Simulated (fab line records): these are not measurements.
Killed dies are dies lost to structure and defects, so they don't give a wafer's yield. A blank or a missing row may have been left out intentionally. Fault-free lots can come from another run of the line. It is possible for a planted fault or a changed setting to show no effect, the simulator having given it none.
Which tool is to blame?    flow sky130    Sampling: 12 lots, 36 wafers, 5 of 708 route steps

WHAT THE GAUGES SHOWED, per wafer
SKY_NWELL_OVL_MEAS_10.
lot   measured     on          NWELL_00_OVL (nm)
L298  day 4 16:25  overlay-01  -0.6 -0.7 1.3
L299  day 4 19:59  overlay-01  0.3 1.3 0.2
L300  day 5 03:02  overlay-02  1.4 0.8 0.3
L301  day 5 13:14  overlay-01  -0.6 -1.5 0.2
L303  day 5 22:05  overlay-02  -2.1 0.1 -1.1
L305  day 6 04:19  overlay-01  1.3 -0.6 -1.1
L309  day 7 07:32  overlay-02  -0.9 -1.5 -3.3
L312  day 7 23:28  overlay-01  -125.2 -125.6 -127.5
L314  day 8 13:31  overlay-02  -126.1 -124.1 -125.6
L315  day 8 16:41  overlay-02  -127.6 -127.5 -127.0
L316  day 8 23:13  overlay-02  -1.4 -1.1 -1.0
L319  day 9 19:01  overlay-01  1.2 0.0 -0.4

SKY_NWELL_RS_MEAS_29: a four-point-probe measurement.
lot   measured      on             NWELL_RS (ohm/sq)
L298  day 5 10:49   film-metro-03  622.9 622.7 622.7
L299  day 5 14:17   film-metro-03  624.7 622.9 625.0
L300  day 5 22:21   film-metro-02  625.9 625.4 624.3
L301  day 6 08:55   film-metro-03  624.5 624.0 625.9
L303  day 6 18:36   film-metro-02  624.6 625.9 625.7
L305  day 7 01:07   film-metro-02  624.6 624.3 621.8
L309  day 8 05:10   film-metro-03  622.3 622.5 621.3
L312  day 8 21:49   film-metro-02  624.4 624.4 625.7
L314  day 9 09:58   film-metro-04  626.3 625.5 625.8
L315  day 9 14:43   film-metro-04  623.3 626.0 625.7
L316  day 9 21:51   film-metro-04  625.3 623.0 625.3
L319  day 10 19:24  film-metro-02  623.3 624.5 622.7

WHAT TOOL EACH LOT RAN ON (gives the tool, then ch and the chambers of the sampled wafers, and finally the start)
lot   SKY_FIELD_ISO_ETCH_17            SKY_FIELD_ISO_CMP_27          SKY_NWELL_EXPOSE_07
L298  rie-si-02 ch 0,1,2, day 2 07:17  cmp-01 ch 1,2,3, day 2 12:13  iline-stepper-02 ch 0, day 4 07:42
L299  rie-si-01 ch 0,1, day 2 10:50    cmp-01 ch 1,2, day 2 15:46    iline-stepper-02 ch 0, day 4 11:57
L300  rie-si-02 ch 0,2,3, day 2 16:36  cmp-02 ch 1,2,3, day 2 20:30  iline-stepper-02 ch 0, day 4 18:08
L301  rie-si-02 ch 0,1,3, day 2 21:48  cmp-02 ch 0,1,2, day 3 05:10  iline-stepper-02 ch 0, day 5 04:12
L303  rie-si-01 ch 1,2,3, day 3 07:27  cmp-01 ch 1,3, day 3 13:34    iline-stepper-01 ch 0, day 5 13:08
L305  rie-si-01 ch 0,1,2, day 3 17:27  cmp-01 ch 1,2,3, day 3 20:43  iline-stepper-01 ch 0, day 5 18:28
L309  rie-si-02 ch 0,1,2, day 4 13:59  cmp-02 ch 2,3, day 4 18:05    iline-stepper-01 ch 0, day 6 22:09
L312  rie-si-02 ch 1,2,3, day 5 06:24  cmp-01 ch 0,1,3, day 5 09:43  iline-stepper-01 ch 0, day 7 12:47
L314  rie-si-01 ch 1,3, day 5 16:57    cmp-01 ch 0,2,3, day 5 21:10  iline-stepper-01 ch 0, day 8 02:47
L315  rie-si-01 ch 0,1,3, day 5 20:45  cmp-02 ch 1,3, day 6 01:25    iline-stepper-01 ch 0, day 8 05:57
L316  rie-si-01 ch 2,3, day 6 03:10    cmp-02 ch 0,2,3, day 6 07:25  iline-stepper-02 ch 0, day 8 12:40
L319  rie-si-01 ch 1,3, day 6 19:21    cmp-02 ch 0,1,3, day 7 00:14  iline-stepper-02 ch 0, day 9 07:20
- SKY_FIELD_ISO_ETCH_17: etches Si in HBr/Cl2/O2, target depth 342 nm, time 97.7 s.
- SKY_FIELD_ISO_CMP_27: polishes, stops on Si3N4, t overpolish 16 s, target thk 457.8 nm.
- SKY_NWELL_EXPOSE_07: exposes mask NWM, target cd 840 nm.

WHAT THE TOOLS THEMSELVES READ (means of the sampled wafers that have a number; where no wafer has one, the mark that the record gives instead)
SKY_FIELD_ISO_ETCH_17.
lot   tool       O2_flow_sccm (sccm)  bias-w (W)  chamber-pressure-mTorr (mTorr)  drypump-motor-current-A (A)  oes-product-au (a.u.)  throttle-valve-pct (%)
L298  rie-si-02  5.997                149.8       15.000                          5.4                          0.982                  25.661
L299  rie-si-01  5.991                149.8       15.000                          5.8                          0.984                  25.677
L300  rie-si-02  5.987                149.9       14.998                          5.4                          0.992                  25.665
L301  rie-si-02  6.001                150.2       15.002                          5.4                          0.984                  25.668
L303  rie-si-01  6.003                150.4       15.007                          5.5                          0.990                  25.655
L305  rie-si-01  5.999                149.9       14.990                          5.8                          0.991                  25.669
L309  rie-si-02  6.008                149.9       15.005                          5.4                          0.985                  25.669
L312  rie-si-02  6.000                149.8       14.993                          5.4                          0.985                  25.661
L314  rie-si-01  6.009                150.4       14.993                          5.6                          0.997                  25.658
L315  rie-si-01  5.976                150.2       15.001                          5.9                          0.995                  25.662
L316  rie-si-01  6.014                149.6       14.996                          5.7                          0.993                  25.665
L319  rie-si-01  5.991                150.3       15.002                          5.4                          0.998                  25.652

SKY_FIELD_ISO_CMP_27.
lot   tool    motor-current-A (A)  overpolish-run-s (s)  platen-rpm (rpm)  time-to-endpoint-s (s)
L298  cmp-01  12.0                 15.998                60.00             111
L299  cmp-01  12.4                 16.008                60.02             109
L300  cmp-02  11.3                 16.002                59.99             106
L301  cmp-02  12.2                 16.004                60.01             119
L303  cmp-01  12.0                 15.998                60.01             120
L305  cmp-01  11.9                 15.997                60.04             119
L309  cmp-02  11.5                 16.002                60.01             113
L312  cmp-01  12.5                 15.996                59.96             116
L314  cmp-01  12.2                 16.007                59.97             116
L315  cmp-02  11.5                 15.997                60.05             112
L316  cmp-02  12.5                 15.992                60.01             113
L319  cmp-02  11.7                 15.997                60.02             110

THE ANSWER, worked out from the rows above alone
Rule: the usual values come from the lots themselves. Put in order of their means at a reading, lots are off if they are a third of the lots or fewer, leave a main group of 4 or more, and stand apart from it by a gap of 3 or more times the standard deviation of the main group's means; of several such gaps the widest counts. A main group whose means are all the same, to the digits that the tables above print for the reading, isn't used. A lot without any number at a reading at which 4 lots or more have one is off too. Any other lot the step has rows for is counted as sound. After the gauges, taken in route order, come the tools' own readings; for these a lot's mean is taken, as printed above. At the first step where some lot is off, the reading lying furthest off is the one used; lots without a number count as furthest.
Off: L312, L314, L315, seen at SKY_NWELL_OVL_MEAS_10 (NWELL_00_OVL). For the main group the mean is -0.4 nm and the standard deviation 0.85.
If a tool, at a process step before that reading, ran all the lots that are off and no sound lot after the first of them, it fits. Gauges at SKY_NWELL_OVL_MEAS_10: tried the same way as those tools. One fits: SKY_NWELL_EXPOSE_07 on iline-stepper-01. A fault onset in the window from L309 (day 6 22:09, its last sound lot) to L312 (day 7 12:47, its first lot off) fits.

WHAT THE SIMULATOR HAD PUT IN
Scanner matching overlay: iline-stepper-01, from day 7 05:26 on, at SKY_NWELL_EXPOSE_07. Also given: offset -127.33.
Lots struck among those shown: L312, L314, L315. This agrees with what the rule above found.
